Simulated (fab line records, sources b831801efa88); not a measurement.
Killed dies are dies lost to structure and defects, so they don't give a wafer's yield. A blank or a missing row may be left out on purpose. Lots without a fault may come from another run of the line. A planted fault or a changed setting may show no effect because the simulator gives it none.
One fault seen from 2 desks | flow sky130 | each desk has only its own numbers; what lay behind them comes last

THE METROLOGY DESK
What the gauges read, lot by lot, whatever tool the lot ran on: means of the sampled wafers that have a number. A lot is out of limits, marked OUT, if its mean lies more than 4 standard deviations from the usual mean; the brackets give that distance.
Columns: A = SONOS_TUNNEL_TW at SKY_SONOS_TUNNEL_TW_MEAS_12, usual 197.5; B = LDD_HVP_OVL at SKY_LDD_HVP_OVL_MEAS_07, usual -0.4 nm; C = LI_CONTACT_OVL at SKY_LI_CONTACT_OVL_MEAS_13, usual 2 nm
lot  | first seen here | A     | B    | C
L545 | day 11 12:25    | 196.1 | -0.8 | -4
L546 | day 11 13:25    | 197.3 | -0.2 | 4
L547 | day 11 21:08    | 196.3 | -1.1 | 10
L548 | day 12 11:37    | 198.1 | 0.5  | -1
L549 | day 12 19:48    | 196.5 | -0.8 | 0
L550 | day 13 01:28    | 197.5 | -2.5 | 2
L551 | day 13 10:56    | 198.1 | -0.6 | 2
L552 | day 13 17:17    | 197.8 | 0.1  | 0
L560 | day 16 07:54    | 197.6 | -0.4 | 3
L561 | day 16 13:25    | 196.9 | -1.0 | 3
L565 | day 18 02:23    | 197.6 | -0.2 | 8
L566 | day 18 04:47    | 197.0 | 0.5  | -2
This desk's finding: nothing out of limits on any of the 12 lots.

THE TOOL OWNER'S DESK: rie_si-01
The tool's own readings at SKY_FIELD_ISO_ETCH_17 (etches Si in HBr/Cl2/O2, target depth 342 nm, time 97.7 s): means of the sampled wafers that have a number, for each lot that ran on this tool. A lot is out of limits, marked OUT, if its mean lies more than 4 standard deviations from the usual mean; the brackets give that distance.
Columns: A = bias_w at SKY_FIELD_ISO_ETCH_17, usual 150.0 W; B = drypump_motor_current_A at SKY_FIELD_ISO_ETCH_17, usual 5.8 A; C = mfc_cl2_sccm at SKY_FIELD_ISO_ETCH_17, usual 40.00 sccm; D = oes_product_au at SKY_FIELD_ISO_ETCH_17, usual 1.001 a.u.; E = run_length_s at SKY_FIELD_ISO_ETCH_17, usual 126.1 s; F = throttle_valve_pct at SKY_FIELD_ISO_ETCH_17, usual 25.656 %
lot  | first seen here | A     | B   | C     | D     | E     | F
L545 | day 2 07:56     | 150.2 | 5.8 | 39.95 | 0.995 | 126.0 | 25.646
L547 | day 2 14:30     | 150.1 | 5.9 | 39.94 | 0.996 | 125.9 | 25.655
L548 | day 2 20:57     | 149.8 | 5.4 | 40.02 | 1.004 | 126.0 | 25.650
L549 | day 3 02:47     | 149.8 | 5.8 | 39.89 | 1.000 | 126.1 | 25.655
L550 | day 3 07:05     | 149.7 | 5.5 | 40.01 | 1.007 | 126.2 | 25.655
L560 | day 5 12:20     | 150.4 | 5.7 | 40.12 | 1.007 | 127.4 | 25.663
L561 | day 5 16:41     | 149.8 | 5.7 | 40.03 | 0.999 | 127.1 | 25.661
This desk's finding: nothing out of limits on any of the 7 lots.

PUT TOGETHER
The metrology desk saw nothing out of limits.
The tool owner's desk saw nothing out of limits.

WHAT THE SIMULATOR HAD PUT IN
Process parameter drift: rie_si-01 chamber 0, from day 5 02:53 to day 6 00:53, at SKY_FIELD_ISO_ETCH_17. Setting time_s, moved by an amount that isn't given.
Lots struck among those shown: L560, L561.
